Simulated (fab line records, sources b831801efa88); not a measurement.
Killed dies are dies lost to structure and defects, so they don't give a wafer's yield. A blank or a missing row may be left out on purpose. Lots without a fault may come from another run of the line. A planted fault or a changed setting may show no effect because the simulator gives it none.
Which tool did it? | flow sky130 | 14 lots, 42 wafers sampled, at 5 steps of a route of 708

WHAT THE GAUGES READ, wafer by wafer
SKY_POLY_GATE_CD_MEAS_13: target cd 150 nm.
lot  | measured     | on        | cd_nm (nm)
L430 | day 16 12:58 | cd_sem-01 | 148.8 148.3 148.1
L432 | day 17 05:19 | cd_sem-02 | 149.0 150.2 149.1
L433 | day 17 12:34 | cd_sem-02 | 150.8 150.3 150.5
L434 | day 17 22:43 | cd_sem-01 | 149.6 149.7 150.1
L436 | day 18 12:35 | cd_sem-02 | 149.3 150.1 150.5
L437 | day 18 22:31 | cd_sem-02 | 148.5 149.1 149.1
L439 | day 19 17:18 | cd_sem-01 | 149.6 150.6 151.2
L440 | day 20 04:20 | cd_sem-01 | 150.0 152.0 150.7
L441 | day 20 11:15 | cd_sem-02 | 151.2 149.7 151.1
L442 | day 20 23:56 | cd_sem-01 | 150.3 149.1 151.3
L449 | day 23 09:30 | cd_sem-01 | 149.0 149.3 150.7
L451 | day 24 02:23 | cd_sem-02 | 149.5 150.5 150.2
L452 | day 24 08:37 | cd_sem-02 | 152.0 151.8 151.5
L453 | day 24 12:02 | cd_sem-02 | 150.9 151.0 150.0

SKY_LDD_P_OVL_MEAS_08.
lot  | measured     | on         | LDD_P_OVL (nm)
L430 | day 19 04:24 | overlay-02 | -0.4 -1.5 -1.7
L432 | day 19 21:39 | overlay-02 | -0.2 0.5 -0.6
L433 | day 20 07:48 | overlay-02 | -0.6 0.0 -0.2
L434 | day 20 19:18 | overlay-01 | -2.5 -2.2 -5.0
L436 | day 21 07:39 | overlay-02 | -0.2 -0.2 0.8
L437 | day 21 16:25 | overlay-01 | -1.7 1.4 -0.7
L439 | day 22 11:33 | overlay-01 | -0.1 -1.6 0.1
L440 | day 22 21:21 | overlay-01 | 2.1 0.6 1.3
L441 | day 23 05:18 | overlay-01 | 2.2 0.3 1.3
L442 | day 23 15:29 | overlay-01 | -1.4 0.7 2.1
L449 | day 26 00:55 | overlay-01 | -2.1 -0.2 -1.1
L451 | day 26 16:24 | overlay-01 | -1.4 -2.2 -1.8
L452 | day 26 22:46 | overlay-02 | 1.5 -0.8 1.1
L453 | day 27 00:39 | overlay-02 | -1.0 0.7 0.2

SKY_LDD_HVN_OVL_MEAS_07.
lot  | measured     | on         | LDD_HVN_OVL (nm)
L430 | day 20 10:55 | overlay-02 | -1.2 -0.9 -0.9
L432 | day 21 04:04 | overlay-02 | -0.9 0.6 -1.0
L433 | day 21 15:11 | overlay-01 | 0.5 1.0 -0.8
L434 | day 22 02:13 | overlay-01 | -0.2 1.4 0.2
L436 | day 22 13:34 | overlay-01 | -0.6 -1.8 -1.0
L437 | day 22 22:40 | overlay-01 | -0.7 1.0 1.0
L439 | day 23 17:58 | overlay-01 | -0.6 -0.2 -0.5
L440 | day 24 03:34 | overlay-02 | 0.3 1.2 -1.4
L441 | day 24 11:04 | overlay-01 | 0.8 0.4 0.8
L442 | day 24 21:40 | overlay-01 | 1.0 -0.1 0.8
L449 | day 27 06:10 | overlay-02 | 0.3 -1.7 -1.4
L451 | day 27 21:08 | overlay-01 | 1.1 1.3 0.0
L452 | day 28 03:02 | overlay-02 | -0.2 1.4 1.4
L453 | day 28 05:46 | overlay-01 | 1.5 -0.9 0.4

SKY_LDD_HVN_TW_MEAS_10.
lot  | measured     | on            | LDD_HVN_TW
L430 | day 20 11:13 | film_metro-04 | 1454 1445 1444
L432 | day 21 04:21 | film_metro-02 | 1427 1433 1438
L433 | day 21 15:28 | film_metro-04 | 1449 1439 1454
L434 | day 22 02:30 | film_metro-04 | 1461 1445 1463
L436 | day 22 13:51 | film_metro-02 | 1436 1440 1438
L437 | day 22 22:58 | film_metro-03 | 1430 1438 1432
L439 | day 23 18:16 | film_metro-04 | 1444 1449 1440
L440 | day 24 03:51 | film_metro-03 | 1441 1428 1425
L441 | day 24 11:22 | film_metro-02 | 1510 1508 1512
L442 | day 24 21:57 | film_metro-04 | 1517 1524 1516
L449 | day 27 06:28 | film_metro-02 | 1441 1435 1441
L451 | day 27 21:25 | film_metro-02 | 1437 1433 1437
L452 | day 28 03:19 | film_metro-03 | 1433 1433 1439
L453 | day 28 06:04 | film_metro-02 | 1429 1430 1430

WHICH TOOL RAN EACH LOT (tool, then ch and the chambers of the sampled wafers, then the start)
lot  | SKY_LDD_HVN_IMPLANT_08
L430 | implanter-03 ch 0, day 20 10:58
L432 | implanter-03 ch 0, day 21 04:06
L433 | implanter-04 ch 0, day 21 15:13
L434 | implanter-03 ch 0, day 22 02:15
L436 | implanter-03 ch 0, day 22 13:36
L437 | implanter-04 ch 0, day 22 22:43
L439 | implanter-01 ch 0, day 23 18:02
L440 | implanter-04 ch 0, day 24 03:36
L441 | implanter-04 ch 0, day 24 11:08
L442 | implanter-04 ch 0, day 24 21:42
L449 | implanter-04 ch 0, day 27 06:14
L451 | implanter-04 ch 0, day 27 21:10
L452 | implanter-03 ch 0, day 28 03:06
L453 | implanter-04 ch 0, day 28 05:50
- SKY_LDD_HVN_IMPLANT_08

WHAT THE TOOLS THEMSELVES READ (means of the sampled wafers that have a number; where no wafer has one, the mark that the record gives instead)
SKY_LDD_HVN_IMPLANT_08.
lot  | tool         | beam_energy_keV
L430 | implanter-03 | 59.962
L432 | implanter-03 | 59.987
L433 | implanter-04 | 60.006
L434 | implanter-03 | 60.011
L436 | implanter-03 | 60.027
L437 | implanter-04 | 59.973
L439 | implanter-01 | 59.989
L440 | implanter-04 | 60.006
L441 | implanter-04 | 72.748
L442 | implanter-04 | 72.749
L449 | implanter-04 | 59.992
L451 | implanter-04 | 60.015
L452 | implanter-03 | 60.016
L453 | implanter-04 | 60.010

THE ANSWER, worked out from the rows above alone
Rule: what is usual is taken from the lots themselves. Put in order of their means at a reading, lots are off if they are a third of the lots or fewer, leave a main group of 4 or more, and stand apart from it by a gap of 3 or more times the standard deviation of the main group's means; of several such gaps the widest counts. A main group whose means are all the same, to the digits that the tables above print for the reading, isn't used. A lot without any number at a reading at which 4 lots or more have one is off too. The other lots that the step has rows for count as sound. The gauges are gone through in route order, then the tools' own readings, and for those a lot's mean is taken as printed above. The first step at which some lot is off is used, and at that step the reading that is off furthest; a lot without a number counts as furthest.
Off: L441, L442, at SKY_LDD_HVN_TW_MEAS_10 (LDD_HVN_TW). The main group: mean 1439, standard deviation 7.7.
A tool fits if, at a process step before that reading, it ran every lot that is off, and no sound lot after the first of them. The gauges at SKY_LDD_HVN_TW_MEAS_10 aren't tried: what is off there is off at SKY_LDD_HVN_IMPLANT_08 too, on other tools, and a gauge's error can't cause that. None of those tried fits.

WHAT THE SIMULATOR HAD PUT IN
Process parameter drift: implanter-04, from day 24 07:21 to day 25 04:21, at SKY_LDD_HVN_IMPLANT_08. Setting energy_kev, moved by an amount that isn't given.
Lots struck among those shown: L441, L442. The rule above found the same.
